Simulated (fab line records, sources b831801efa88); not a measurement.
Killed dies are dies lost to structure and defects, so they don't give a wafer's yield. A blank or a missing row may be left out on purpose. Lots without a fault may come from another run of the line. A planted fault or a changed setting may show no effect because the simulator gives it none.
fab line records | flow gf180mcu
record lots=5 wafers=15 last_day=33
route steps=602 shown CONTACT@293 M1@315
lots that met no fault: from a run of the same line without faults
start_h: hours from the record's first day to the start of the lot's first wafer shown | wait_h: hours since the lot's step before | " the same as in the row above | L1.1+2: a row that stands for several wafers | - no value, or no start given | * or withheld: withheld | < > ~ a bound
route shown NAME@n: a module of which the file shows steps, and the number in the route of the first | usual: mean/standard deviation of fault-free wafers | same: alike in all rows | chamber/n: place in a boat | sites: the reading at each site | _std_site: their standard deviation | _edge_site: outer sites' mean less inner sites' | radius_mm: how far each site lies from the wafer's centre | mask NAME#n: copy n | behind: the tool/chamber that last shaped the wafer | hold: why the lot was held/for how many hours/how that ended | device: the transistor (n, p or np) that didn't switch | end of line: the same wafers' tests at the end of the route | a step without rows: its recipe alone | killed: dies lost to structure and defects at the first sort, not the wafer's yield | map: a wafer's dies, x killed, . not, _ none there
set.NAME: the setting as run; set.NAME@STEP: as run at that earlier step | model.NAME: the simulator's own value behind a step, which no gauge read
lots at some steps of the route; a table a step, a row a wafer
services: from which hour (start_h, from the record's first day; less than 0 if before it) a tool's chamber was out of use, for how many hours, and why
## steps
# step GF_CONTACT_DEHYDRATE_06
# recipe temp_c=200 time_s=60
# same time_s=60
# columns lot.wafer tool chamber start_h wait_h
L081.1+2+4 litho_track-03 0 414.75 11.2
L086.2+3+4 litho_track-02 0 461.79 11.6
L090.1+2+4 litho_track-02 0 502.52 11.1
L091.1+2+3 litho_track-01 0 508.38 11.5
L094.1+3+4 litho_track-02 0 522.52 10.4
# step GF_CONTACT_HMDS_07
# recipe prime_time_s=60 prime_temp_c=120
# columns lot.wafer tool chamber start_h wait_h
L081.1+2+4 litho_track-03 0 414.90 0.1
L086.2+3+4 litho_track-02 0 461.94 0.1
L090.1+2+4 litho_track-02 0 502.67 0.1
L091.1+2+3 litho_track-01 0 508.53 0.1
L094.1+3+4 litho_track-02 0 522.67 0.1
# step GF_CONTACT_COAT_08
# recipe resist=BARC temp_c=withheld time_s=withheld spin_rpm=withheld resist_thk_nm=withheld
# columns lot.wafer tool chamber start_h wait_h
L081.1+2+4 litho_track-03 0 415.05 0.1
L086.2+3+4 litho_track-02 0 462.09 0.1
L090.1+2+4 litho_track-02 0 502.82 0.1
L091.1+2+3 litho_track-01 0 508.68 0.1
L094.1+3+4 litho_track-02 0 522.82 0.1
# step GF_CONTACT_COAT_09
# recipe resist=KrF spin_rpm=withheld resist_thk_nm=1000
# columns lot.wafer tool chamber start_h wait_h
L081.1+2+4 litho_track-03 0 - -
L086.2+3+4 litho_track-02 0 - -
L090.1+2+4 litho_track-02 0 - -
L091.1+2+3 litho_track-01 0 - -
L094.1+3+4 litho_track-02 0 - -
# step GF_CONTACT_SOFTBAKE_10
# recipe temp_c=130 time_s=60 resist=KrF
# same time_s=60
# columns lot.wafer tool chamber start_h wait_h
L081.1+2+4 litho_track-03 0 - -
L086.2+3+4 litho_track-02 0 - -
L090.1+2+4 litho_track-02 0 - -
L091.1+2+3 litho_track-01 0 - -
L094.1+3+4 litho_track-02 0 - -
# step GF_CONTACT_EXPOSE_11
# recipe mask_id=Contact target_cd_nm=220 na=0.68 source_shape=conventional sigma_outer=0.6 dose_mj=38
# columns lot.wafer tool chamber start_h wait_h mask
L081.1+2+4 krf_scanner-01 0 - - Contact#0
L086.2+3+4 krf_scanner-02 0 - - Contact#0
L090.1+2+4 krf_scanner-02 0 - - Contact#0
L091.1+2+3 krf_scanner-01 0 - - Contact#0
L094.1+3+4 krf_scanner-01 0 - - Contact#0
# step GF_CONTACT_PEB_12
# recipe peb_temp_c=135 peb_time_s=90 resist=KrF
# columns lot.wafer tool chamber start_h wait_h
L081.1+2+4 litho_track-03 0 - -
L086.2+3+4 litho_track-03 0 - -
L090.1+2+4 litho_track-03 0 - -
L091.1+2+3 litho_track-03 0 - -
L094.1+3+4 litho_track-03 0 - -
# step GF_CONTACT_DEVELOP_13
# recipe develop_time_s=60 resist=KrF dev_temp_c=21
# same develop_time_s=60
# columns lot.wafer tool chamber start_h wait_h
L081.1+2+4 litho_track-03 0 427.55 0.2
L086.2+3+4 litho_track-03 0 473.57 0.2
L090.1+2+4 litho_track-03 0 515.15 0.2
L091.1+2+3 litho_track-03 0 520.55 0.2
L094.1+3+4 litho_track-03 0 534.20 0.2
# step GF_CONTACT_CD_MEAS_14
# recipe target_cd_nm=220
# usual cd_nm=219.8/1.5
# columns lot.wafer tool chamber start_h wait_h cd_nm
L081.1 cd_sem-02 - 427.70 0.1 218.7
L081.2 " - " " 218.6
L081.4 " - " " 219.2
L086.2 cd_sem-02 - 473.72 0.1 221.3
L086.3 " - " " 218.7
L086.4 " - " " 221.1
L090.1 cd_sem-02 - 515.30 0.1 220.5
L090.2 " - " " 219.2
L090.4 " - " " 217.1
L091.1 cd_sem-02 - 520.70 0.1 219.7
L091.2 " - " " 219.4
L091.3 " - " " 221.2
L094.1 cd_sem-02 - 534.35 0.1 215.0
L094.3 " - " " 216.5
L094.4 " - " " 215.3
# step GF_CONTACT_OVL_MEAS_15
# usual CONTACT_OVL=0/6.1
# columns lot.wafer tool chamber start_h wait_h CONTACT_OVL[nm]
L081.1 overlay-01 - 427.82 0.1 7
L081.2 " - " " 4
L081.4 " - " " 2
L086.2 overlay-02 - 473.82 0.1 -11
L086.3 " - " " -16
L086.4 " - " " -11
L090.1 overlay-01 - 515.42 0.1 -2
L090.2 " - " " -1
L090.4 " - " " -5
L091.1 overlay-01 - 520.82 0.1 13
L091.2 " - " " 1
L091.3 " - " " 7
L094.1 overlay-02 - 534.47 0.1 5
L094.3 " - " " -6
L094.4 " - " " 6
# step GF_CONTACT_ETCH_16
# recipe chemistry=N2/H2 target_depth_a=withheld overetch_a=withheld time_s=withheld target=BARC ion_energy_ev=200 source_w=500 bias_w=100 pressure_mtorr=30 n2_flow_sccm=100 h2_flow_sccm=200
# usual chamber_pressure_mTorr=30.00/0.043 drypump_motor_current_A=5.9/0.41 oes_product_au=0.855/0.0047 throttle_valve_pct=13.224/0.0098
# columns lot.wafer tool chamber start_h wait_h chamber_pressure_mTorr drypump_motor_current_A oes_product_au throttle_valve_pct
L081.1 rie_diel-03 1 427.85 0.0 30.00 6.4 0.864 13.245
L081.2 " 3 " " 29.97 5.6 0.854 13.233
L081.4 " 0 " " 29.96 5.9 0.853 13.232
L086.2 rie_diel-03 1 473.85 0.0 29.98 6.4 0.859 13.247
L086.3 " 2 " " 30.04 5.1 0.854 13.209
L086.4 " 3 " " 29.97 5.6 0.857 13.242
L090.1 rie_diel-03 0 515.45 0.0 30.02 5.9 0.860 13.244
L090.2 " 3 " " 30.03 5.6 0.853 13.212
L090.4 " 1 " " 29.96 6.4 0.857 13.221
L091.1 rie_diel-03 3 520.85 0.0 29.98 5.6 0.854 13.225
L091.2 " 0 " " 30.05 5.9 0.861 13.234
L091.3 " 2 " " 30.04 5.2 0.860 13.230
L094.1 rie_diel-04 2 534.50 0.0 29.98 6.2 0.854 13.227
L094.3 " 3 " " 30.01 5.6 0.847 13.225
L094.4 " 1 " " 30.02 5.8 0.862 13.243
# step GF_CONTACT_ETCH_17
# recipe chemistry=C4F8/O2/Ar mask_material=KrF target=SiO2 stop_on=CoSi2 source_w=1500 bias_w=1200 pressure_mtorr=40 c4f8_flow_sccm=withheld O2_flow_sccm=6 Ar_flow_sccm=300 time_s=withheld target_depth_a=8600
# usual chamber_pressure_mTorr=40.00/0.036 oes_product_au=0.815/0.0044
# columns lot.wafer tool chamber start_h wait_h chamber_pressure_mTorr oes_product_au
L081.1 rie_diel-03 1 - - 39.95 0.817
L081.2 " 3 " " 39.97 0.809
L081.4 " 0 " " 40.03 0.817
L086.2 rie_diel-03 1 - - 40.03 0.820
L086.3 " 2 " " 40.00 0.815
L086.4 " 3 " " 39.98 0.822
L090.1 rie_diel-03 0 - - 40.03 0.812
L090.2 " 3 " " 40.01 0.816
L090.4 " 1 " " 39.99 0.818
L091.1 rie_diel-03 3 - - 40.03 0.820
L091.2 " 0 " " 39.96 0.813
L091.3 " 2 " " 40.00 0.821
L094.1 rie_diel-04 2 - - 40.01 0.815
L094.3 " 3 " " 40.01 0.817
L094.4 " 1 " " 40.02 0.815
# step GF_CONTACT_STRIP_18
# recipe chemistry=O2/N2 power_w=1400 pressure_mtorr=1500 platen_temp_c=250 o2_flow_sccm=3000 n2_flow_sccm=300 overash_fraction=0.5
# usual chamber_pressure_mTorr=1500.1/1.4 drypump_motor_current_A=5.6/0.59 heater_power_w=370/40 oes_product_au=0.582/0.0046 platen_temp_c=250.00/0.19
# columns lot.wafer tool chamber start_h wait_h chamber_pressure_mTorr drypump_motor_current_A heater_power_w oes_product_au platen_temp_c rf_hours_counter_h
L081.1 plasma_asher-04 0 428.02 - 1499.2 4.9 373 0.573 250.09 78
L081.2 " 1 " " 1500.9 6.2 423 0.583 249.71 78
L081.4 " 0 " " 1502.2 4.9 372 0.579 250.10 -
L086.2 plasma_asher-04 0 474.02 - 1501.0 4.9 380 0.572 250.01 83
L086.3 " 0 " " 1499.3 4.9 384 0.582 249.83 -
L086.4 " 1 " " 1498.6 6.2 428 0.587 249.86 -
L090.1 plasma_asher-01 0 515.61 - 1498.8 6.1 354 0.579 249.52 9
L090.2 " 1 " " 1498.6 5.7 346 0.578 250.28 9
L090.4 " 0 " " 1501.1 6.0 359 0.585 249.82 -
L091.1 plasma_asher-01 1 521.01 - 1500.1 5.8 354 0.576 249.89 10
L091.2 " 0 " " 1503.8 6.1 358 0.578 250.19 10
L091.3 " 1 " " 1496.3 5.7 348 0.583 250.05 -
L094.1 plasma_asher-04 0 534.66 - 1498.5 4.9 379 0.581 249.86 89
L094.3 " 0 " " 1500.7 4.9 381 0.582 250.04 -
L094.4 " 1 " " 1499.3 6.2 429 0.580 250.15 -
# step GF_CONTACT_CLEAN_19
# recipe chemistry=SPM
# columns lot.wafer tool chamber start_h wait_h
L081.1+2+4 wet_bench-04 2 428.12 0.1
L086.2+3+4 wet_bench-04 0 474.12 0.1
L090.1+2+4 wet_bench-02 2 515.71 0.1
L091.1+2+3 wet_bench-03 1 521.11 0.1
L094.1+3+4 wet_bench-03 3 534.76 0.1
# step GF_CONTACT_CLEAN_20
# recipe chemistry=DIW
# columns lot.wafer tool chamber start_h wait_h
L081.1+2+4 wet_bench-03 2 428.21 0.0
L086.2+3+4 wet_bench-02 3 474.22 0.0
L090.1+2+4 wet_bench-04 3 515.81 0.0
L091.1+2+3 wet_bench-02 0 521.21 0.0
L094.1+3+4 wet_bench-04 3 535.13 0.0
# step GF_CONTACT_CLEAN_21
# recipe chemistry=dHF time_s=20 dilution=100:1 dry=ipa_marangoni
# same time_s=20
# columns lot.wafer tool chamber start_h wait_h
L081.1+2+4 wet_bench-04 2 428.31 0.0
L086.2+3+4 wet_bench-03 0 474.32 0.0
L090.1+2+4 wet_bench-02 1 515.91 0.0
L091.1+2+3 wet_bench-04 0 521.31 0.0
L094.1+3+4 wet_bench-04 3 535.23 0.0
# step GF_CONTACT_SPUTTER_22
# recipe material=Ti target_thk_nm=15 chamber_pressure_pa=5 power_w=2500 substrate_temp_c=200 time_s=80.02
# usual cathode_dc_power_W=2500.0/0.49 throttle_valve_pct=30.4/0.8
# same time_s=80.02
# columns lot.wafer tool chamber start_h wait_h cathode_dc_power_W throttle_valve_pct
L081.1 pvd_sputter-04 - 428.32 0.0 2499.7 30.8
L081.2 " - " " 2500.5 30.8
L081.4 " - " " 2500.3 31.0
L086.2 pvd_sputter-04 - 474.33 0.0 2500.1 30.7
L086.3 " - " " 2500.2 30.9
L086.4 " - " " 2500.5 31.3
L090.1 pvd_sputter-02 - 515.92 0.0 2499.8 29.8
L090.2 " - " " 2500.8 30.5
L090.4 " - " " 2499.7 28.7
L091.1 pvd_sputter-02 - 521.32 0.0 2501.0 28.5
L091.2 " - " " 2500.4 29.8
L091.3 " - " " 2500.4 30.4
L094.1 pvd_sputter-02 - 535.25 0.0 2500.3 30.0
L094.3 " - " " 2499.5 31.0
L094.4 " - " " 2500.4 30.2
# step GF_CONTACT_SPUTTER_23
# recipe material=TiN target_thk_nm=10 chamber_pressure_pa=5 power_w=4000 time_s=40
# usual cathode_dc_power_W=4000.0/0.71 throttle_valve_pct=30.3/0.77
# same time_s=40
# columns lot.wafer tool chamber start_h wait_h cathode_dc_power_W throttle_valve_pct
L081.1 pvd_sputter-04 - 428.38 0.0 4001.5 30.5
L081.2 " - " " 4000.3 31.1
L081.4 " - " " 3999.0 31.3
L086.2 pvd_sputter-04 - 474.39 0.0 4000.0 30.8
L086.3 " - " " 4000.1 30.9
L086.4 " - " " 3999.4 31.2
L090.1 pvd_sputter-02 - 515.98 0.0 3999.3 29.8
L090.2 " - " " 4000.1 30.4
L090.4 " - " " 3999.7 28.8
L091.1 pvd_sputter-02 - 521.38 0.0 3999.8 29.2
L091.2 " - " " 4001.4 30.0
L091.3 " - " " 3999.6 30.4
L094.1 pvd_sputter-02 - 535.31 0.0 3999.6 30.0
L094.3 " - " " 3999.9 30.7
L094.4 " - " " 3998.9 30.2
# step GF_CONTACT_CVD_24
# recipe material=W target_thk_nm=300 time_s=90.339 temp_c=400 pressure_torr=40
# usual heater_power_outer_w=594/32 heater_power_w=894/42
# same time_s=90.339
# columns lot.wafer tool chamber start_h wait_h heater_power_outer_w heater_power_w
L081.1 cvd_w-02 1 428.42 0.0 610 886
L081.2 " 0 " " 511 786
L081.4 " 1 " " 589 881
L086.2 cvd_w-01 1 474.43 0.0 623 941
L086.3 " 1 " " 633 902
L086.4 " 0 " " 596 919
L090.1 cvd_w-01 0 516.02 0.0 622 904
L090.2 " 1 " " 616 915
L090.4 " 1 " " 614 924
L091.1 cvd_w-01 0 521.42 0.0 593 906
L091.2 " 1 " " 610 912
L091.3 " 1 " " 614 921
L094.1 cvd_w-01 0 535.35 0.0 587 889
L094.3 " 0 " " 589 941
L094.4 " 1 " " 628 923
# step GF_CONTACT_RS_MEAS_25
# recipe thk_meas_gauge=four-point-probe reads=W_of_CONTACT_CVD_24+TiN_of_CONTACT_SPUTTER_23+Ti_of_CONTACT_SPUTTER_22
# usual CONTACT_W_RS=0.378/0.0059
# columns lot.wafer tool chamber start_h wait_h CONTACT_W_RS[ohm/sq]
L081.1 film_metro-01 - 428.52 0.1 0.374
L081.2 " - " " 0.390
L081.4 " - " " 0.379
L086.2 film_metro-02 - 474.55 0.1 0.370
L086.3 " - " " 0.371
L086.4 " - " " 0.375
L090.1 film_metro-01 - 516.12 0.1 0.381
L090.2 " - " " 0.371
L090.4 " - " " 0.373
L091.1 film_metro-02 - 521.52 0.1 0.379
L091.2 " - " " 0.375
L091.3 " - " " 0.372
L094.1 film_metro-04 - 535.45 0.1 0.381
L094.3 " - " " 0.385
L094.4 " - " " 0.376
# step GF_CONTACT_THK_MEAS_26
# recipe thk_meas_gauge=xrf reads=W_of_CONTACT_CVD_24
# usual CONTACT_W_THK=309/5.3
# columns lot.wafer tool chamber start_h wait_h CONTACT_W_THK[nm]
L081.1 film_metro-01 - 428.64 0.1 315
L081.2 " - " " 303
L081.4 " - " " 312
L086.2 film_metro-02 - 474.66 0.1 312
L086.3 " - " " 308
L086.4 " - " " 306
L090.1 film_metro-01 - 516.24 0.1 304
L090.2 " - " " 314
L090.4 " - " " 313
L091.1 film_metro-02 - 521.64 0.1 306
L091.2 " - " " 308
L091.3 " - " " 312
L094.1 film_metro-04 - 535.57 0.1 305
L094.3 " - " " 304
L094.4 " - " " 310
# step GF_CONTACT_CMP_27
# recipe stop_on=SiO2 down_force_psi=3.5 platen_rpm=60 t_overpolish_s=15 target_thk_nm=0 pad_velocity_m_s=0.94248
# usual motor_current_A=11.1/1.2 overpolish_run_s=15.000/0.009 time_to_endpoint_s=74.7/2.8
# columns lot.wafer tool chamber start_h wait_h motor_current_A overpolish_run_s time_to_endpoint_s
L081.1 cmp-02 0 428.70 0.1 13.6 15.006 74.8
L081.4 " 1 " " 9.6 14.994 81.5
L081.2 " 3 " " 11.4 14.981 76.6
L086.3 cmp-01 2 474.71 0.0 10.6 14.986 70.9
L086.4 " 0 " " 9.5 15.005 71.3
L086.2 " 1 " " 11.6 15.019 73.4
L090.2 cmp-01 3 516.30 0.0 12.4 14.998 78.8
L090.1 " 0 " " 9.6 15.016 74.7
L090.4 " 2 " " 11.2 14.975 77.2
L091.1 cmp-02 3 521.75 0.1 11.9 14.995 73.6
L091.3 " 0 " " 13.1 14.994 74.0
L091.2 " 1 " " 9.7 14.995 80.8
L094.3 cmp-02 2 535.63 0.0 9.5 14.991 75.6
L094.4 " 3 " " 11.8 14.996 74.5
L094.1 " 0 " " 12.5 14.997 69.5
# step GF_M1_SPUTTER_00
# recipe material=Ti target_thk_nm=37.5 arriving_ion_energy_ev=80 substrate_temp_c=200 chamber_pressure_pa=2 power_w=4000 time_s=150
# usual cathode_dc_power_W=4000.0/0.73 throttle_valve_pct=30.5/1.1
# same time_s=150
# columns lot.wafer tool chamber start_h wait_h cathode_dc_power_W throttle_valve_pct
L081.1 pvd_sputter-03 - 429.00 0.2 3999.8 31.0
L081.2 " - " " 3999.4 29.2
L081.4 " - " " 3999.3 29.1
L086.2 pvd_sputter-02 - 475.01 0.1 4000.4 30.4
L086.3 " - " " 3999.3 28.5
L086.4 " - " " 4001.0 31.1
L090.1 pvd_sputter-01 - 516.60 0.2 4000.1 30.8
L090.2 " - " " 4000.4 32.6
L090.4 " - " " 3999.9 31.1
L091.1 pvd_sputter-02 - 522.00 0.2 4000.9 30.7
L091.2 " - " " 4000.5 28.8
L091.3 " - " " 3998.8 30.0
L094.1 pvd_sputter-03 - 535.93 0.1 4000.9 29.1
L094.3 " - " " 3998.7 29.3
L094.4 " - " " 3999.4 30.8
# step GF_M1_SPUTTER_01
# recipe material=TiN target_thk_nm=30 power_w=6500 time_s=25 chamber_pressure_pa=0.4
# usual cathode_dc_power_W=6500.1/1.2 throttle_valve_pct=30.4/1.1
# same time_s=25
# columns lot.wafer tool chamber start_h wait_h cathode_dc_power_W throttle_valve_pct
L081.1 pvd_sputter-03 - 429.10 0.1 6500.0 30.7
L081.2 " - " " 6501.5 29.1
L081.4 " - " " 6500.5 29.2
L086.2 pvd_sputter-02 - 475.11 0.1 6501.4 30.4
L086.3 " - " " 6501.7 28.7
L086.4 " - " " 6499.8 30.8
L090.1 pvd_sputter-01 - 516.70 0.1 6498.9 30.9
L090.2 " - " " 6502.2 32.7
L090.4 " - " " 6501.3 30.5
L091.1 pvd_sputter-02 - 522.10 0.1 6499.0 31.0
L091.2 " - " " 6499.9 28.9
L091.3 " - " " 6500.6 30.1
L094.1 pvd_sputter-03 - 536.03 0.1 6500.1 29.1
L094.3 " - " " 6499.1 29.4
L094.4 " - " " 6500.1 30.6
# step GF_M1_SPUTTER_02
# recipe material=AlCu target_thk_nm=450 power_w=10600 time_s=23.9 chamber_pressure_pa=0.4
# usual cathode_dc_power_W=10600/1.9 throttle_valve_pct=30.4/1.1
# same time_s=23.9
# columns lot.wafer tool chamber start_h wait_h cathode_dc_power_W throttle_valve_pct
L081.1 pvd_sputter-03 - 429.13 0.0 10598 30.8
L081.2 " - " " 10603 29.2
L081.4 " - " " 10601 29.4
L086.2 pvd_sputter-02 - 475.14 0.0 10601 30.5
L086.3 " - " " 10598 28.5
L086.4 " - " " 10598 31.1
L090.1 pvd_sputter-01 - 516.73 0.0 10601 30.8
L090.2 " - " " 10598 32.8
L090.4 " - " " 10599 30.7
L091.1 pvd_sputter-02 - 522.13 0.0 10603 31.1
L091.2 " - " " 10600 29.0
L091.3 " - " " 10596 29.7
L094.1 pvd_sputter-03 - 536.06 0.0 10603 29.3
L094.3 " - " " 10601 29.3
L094.4 " - " " 10600 30.8
# step GF_M1_SPUTTER_03
# recipe material=Ti target_thk_nm=10 substrate_temp_c=300 chamber_pressure_pa=0.3 power_w=3000 time_s=6.7
# usual cathode_dc_power_W=3000.0/0.58 throttle_valve_pct=30.4/1
# same time_s=6.7
# columns lot.wafer tool chamber start_h wait_h cathode_dc_power_W throttle_valve_pct
L081.1 pvd_sputter-03 - 429.16 0.0 2999.4 30.7
L081.2 " - " " 3000.0 29.3
L081.4 " - " " 2999.8 29.6
L086.2 pvd_sputter-02 - 475.17 0.0 2999.7 30.3
L086.3 " - " " 2999.1 29.0
L086.4 " - " " 2999.5 30.9
L090.1 pvd_sputter-01 - 516.76 0.0 3000.1 30.5
L090.2 " - " " 3000.9 32.8
L090.4 " - " " 2999.4 30.4
L091.1 pvd_sputter-02 - 522.16 0.0 2999.8 31.0
L091.2 " - " " 3000.3 29.2
L091.3 " - " " 2999.9 29.8
L094.1 pvd_sputter-03 - 536.09 0.0 2999.9 29.2
L094.3 " - " " 3000.5 29.3
L094.4 " - " " 3000.5 31.1
# step GF_M1_SPUTTER_04
# recipe material=TiN target_thk_nm=50 power_w=6500 time_s=41.7 chamber_pressure_pa=0.4
# usual cathode_dc_power_W=6499.9/1.1 throttle_valve_pct=30.5/1.1
# same time_s=41.7
# columns lot.wafer tool chamber start_h wait_h cathode_dc_power_W throttle_valve_pct
L081.1 pvd_sputter-03 - 429.18 0.0 6500.5 31.0
L081.2 " - " " 6501.0 29.6
L081.4 " - " " 6499.3 29.4
L086.2 pvd_sputter-02 - 475.19 0.0 6501.6 30.7
L086.3 " - " " 6499.6 29.1
L086.4 " - " " 6501.6 31.0
L090.1 pvd_sputter-01 - 516.78 0.0 6498.8 30.7
L090.2 " - " " 6500.5 32.5
L090.4 " - " " 6499.6 30.5
L091.1 pvd_sputter-02 - 522.18 0.0 6499.9 31.0
L091.2 " - " " 6500.6 28.7
L091.3 " - " " 6501.5 30.0
L094.1 pvd_sputter-03 - 536.11 0.0 6501.2 29.2
L094.3 " - " " 6500.1 29.4
L094.4 " - " " 6499.7 31.0
# step GF_M1_RS_MEAS_05
# recipe thk_meas_gauge=four-point-probe reads=TiN_of_M1_SPUTTER_04+Ti_of_M1_SPUTTER_03+AlCu_of_M1_SPUTTER_02+TiN_of_M1_SPUTTER_01+Ti_of_M1_SPUTTER_00
# usual M1_ALCU_RS=0.0699/0.00083
# columns lot.wafer tool chamber start_h wait_h M1_ALCU_RS[ohm/sq]
L081.1 film_metro-01 - 429.22 0.0 0.0704
L081.2 " - " " 0.0701
L081.4 " - " " 0.0713
L086.2 film_metro-03 - 475.25 0.0 0.0696
L086.3 " - " " 0.0695
L086.4 " - " " 0.0692
L090.1 film_metro-03 - 516.82 0.0 0.0697
L090.2 " - " " 0.0707
L090.4 " - " " 0.0705
L091.1 film_metro-01 - 522.22 0.0 0.0683
L091.2 " - " " 0.0686
L091.3 " - " " 0.0684
L094.1 film_metro-03 - 536.15 0.0 0.0705
L094.3 " - " " 0.0692
L094.4 " - " " 0.0689
# step GF_M1_THK_MEAS_06
# recipe thk_meas_gauge=xrf reads=AlCu_of_M1_SPUTTER_02
# usual M1_ALCU_THK=449/5.4
# columns lot.wafer tool chamber start_h wait_h M1_ALCU_THK[nm]
L081.1 film_metro-01 - 429.34 0.1 444
L081.2 " - " " 448
L081.4 " - " " 441
L086.2 film_metro-03 - 475.36 0.1 454
L086.3 " - " " 449
L086.4 " - " " 453
L090.1 film_metro-03 - 516.94 0.1 451
L090.2 " - " " 446
L090.4 " - " " 448
L091.1 film_metro-01 - 522.34 0.1 459
L091.2 " - " " 459
L091.3 " - " " 459
L094.1 film_metro-03 - 536.27 0.1 445
L094.3 " - " " 451
L094.4 " - " " 455
# step GF_M1_DEHYDRATE_07
# recipe temp_c=200 time_s=60
# same time_s=60
# columns lot.wafer tool chamber start_h wait_h
L081.1+2+4 litho_track-04 0 440.81 11.5
L086.2+3+4 litho_track-01 0 487.36 12.0
L090.1+2+4 litho_track-03 0 527.90 10.9
L091.1+2+3 litho_track-04 0 532.91 10.6
L094.1+3+4 litho_track-01 0 546.48 10.2
# step GF_M1_HMDS_08
# recipe prime_time_s=60 prime_temp_c=120
# columns lot.wafer tool chamber start_h wait_h
L081.1+2+4 litho_track-04 0 440.96 0.1
L086.2+3+4 litho_track-01 0 487.51 0.1
L090.1+2+4 litho_track-03 0 528.05 0.1
L091.1+2+3 litho_track-04 0 533.06 0.1
L094.1+3+4 litho_track-01 0 546.63 0.1
# step GF_M1_COAT_09
# recipe resist=KrF spin_rpm=withheld resist_thk_nm=1000
# columns lot.wafer tool chamber start_h wait_h
L081.1+2+4 litho_track-04 0 441.11 0.1
L086.2+3+4 litho_track-01 0 487.66 0.1
L090.1+2+4 litho_track-03 0 528.20 0.1
L091.1+2+3 litho_track-04 0 533.21 0.1
L094.1+3+4 litho_track-01 0 546.78 0.1
# step GF_M1_SOFTBAKE_10
# recipe temp_c=130 time_s=60 resist=KrF
# same time_s=60
# columns lot.wafer tool chamber start_h wait_h
L081.1+2+4 litho_track-04 0 441.26 0.1
L086.2+3+4 litho_track-01 0 487.81 0.1
L090.1+2+4 litho_track-03 0 528.35 0.1
L091.1+2+3 litho_track-04 0 533.36 0.1
L094.1+3+4 litho_track-01 0 546.93 0.1
# step GF_M1_EXPOSE_11
# recipe mask_id=Metal1 target_cd_nm=230 na=0.68 source_shape=conventional sigma_outer=0.6 dose_mj=28
# columns lot.wafer tool chamber start_h wait_h mask
L081.1+2+4 krf_scanner-02 0 - - Metal1#0
L086.2+3+4 krf_scanner-02 0 - - Metal1#0
L090.1+2+4 krf_scanner-01 0 - - Metal1#0
L091.1+2+3 krf_scanner-02 0 - - Metal1#0
L094.1+3+4 krf_scanner-02 0 - - Metal1#0
# step GF_M1_PEB_12
# recipe peb_temp_c=135 peb_time_s=90 resist=KrF
# columns lot.wafer tool chamber start_h wait_h
L081.1+2+4 litho_track-01 0 - -
L086.2+3+4 litho_track-01 0 - -
L090.1+2+4 litho_track-01 0 - -
L091.1+2+3 litho_track-03 0 - -
L094.1+3+4 litho_track-01 0 - -
# step GF_M1_DEVELOP_13
# recipe develop_time_s=60 dev_temp_c=21
# same develop_time_s=60
# columns lot.wafer tool chamber start_h wait_h
L081.1+2+4 litho_track-01 0 453.43 0.2
L086.2+3+4 litho_track-01 0 499.51 0.2
L090.1+2+4 litho_track-01 0 540.58 0.2
L091.1+2+3 litho_track-03 0 544.30 0.2
L094.1+3+4 litho_track-01 0 558.33 0.2
# step GF_M1_CD_MEAS_14
# recipe target_cd_nm=230
# usual cd_nm=229.9/0.94
# columns lot.wafer tool chamber start_h wait_h cd_nm
L081.1 cd_sem-02 - 453.58 0.1 229.6
L081.2 " - " " 229.2
L081.4 " - " " 229.0
L086.2 cd_sem-02 - 499.78 0.2 229.9
L086.3 " - " " 229.9
L086.4 " - " " 230.2
L090.1 cd_sem-01 - 540.73 0.1 231.9
L090.2 " - " " 232.4
L090.4 " - " " 232.9
L091.1 cd_sem-02 - 544.45 0.1 229.1
L091.2 " - " " 229.5
L091.3 " - " " 229.6
L094.1 cd_sem-01 - 558.48 0.1 230.4
L094.3 " - " " 229.4
L094.4 " - " " 229.4
# step GF_M1_OVL_MEAS_15
# usual M1_OVL=-4/4.8
# columns lot.wafer tool chamber start_h wait_h M1_OVL[nm]
L081.1 overlay-01 - 453.70 0.1 -4
L081.2 " - " " 0
L081.4 " - " " -5
L086.2 overlay-02 - 499.88 0.1 -8
L086.3 " - " " -9
L086.4 " - " " -9
L090.1 overlay-02 - 540.85 0.1 1
L090.2 " - " " -1
L090.4 " - " " 1
L091.1 overlay-01 - 544.57 0.1 -7
L091.2 " - " " -7
L091.3 " - " " -1
L094.1 overlay-02 - 558.60 0.1 -5
L094.3 " - " " -4
L094.4 " - " " -4
## services
# columns tool chamber start_h hours kind
cmp-02 - 392.62 4.3 repair
rie_diel-03 0 394.53 15.8 repair
cmp-02 - 404.00 4.0 pm
krf_scanner-01 - 411.11 1.3 pm
krf_scanner-02 - 416.87 0.8 pm
plasma_asher-01 - 421.25 9.0 pm
pvd_sputter-03 - 424.45 2.2 repair
krf_scanner-01 - 427.03 72.0 pm
wet_bench-03 - 442.52 0.9 repair
cvd_w-01 - 443.19 2.8 pm
cmp-01 - 457.91 0.2 repair
cvd_w-01 - 461.11 6.9 pm
cmp-02 - 463.98 0.7 repair
krf_scanner-02 - 487.53 1.0 pm
pvd_sputter-01 - 491.50 10.0 repair
rie_diel-03 3 493.27 3.3 repair
plasma_asher-04 - 499.82 3.9 repair
krf_scanner-01 - 506.42 0.8 pm
krf_scanner-02 - 522.61 0.2 repair
krf_scanner-02 - 524.24 0.8 repair
krf_scanner-01 - 540.72 1.0 pm
pvd_sputter-03 - 546.01 3.2 repair
krf_scanner-02 - 550.88 1.3 pm
cmp-02 - 557.04 1.0 repair
## key
fault none
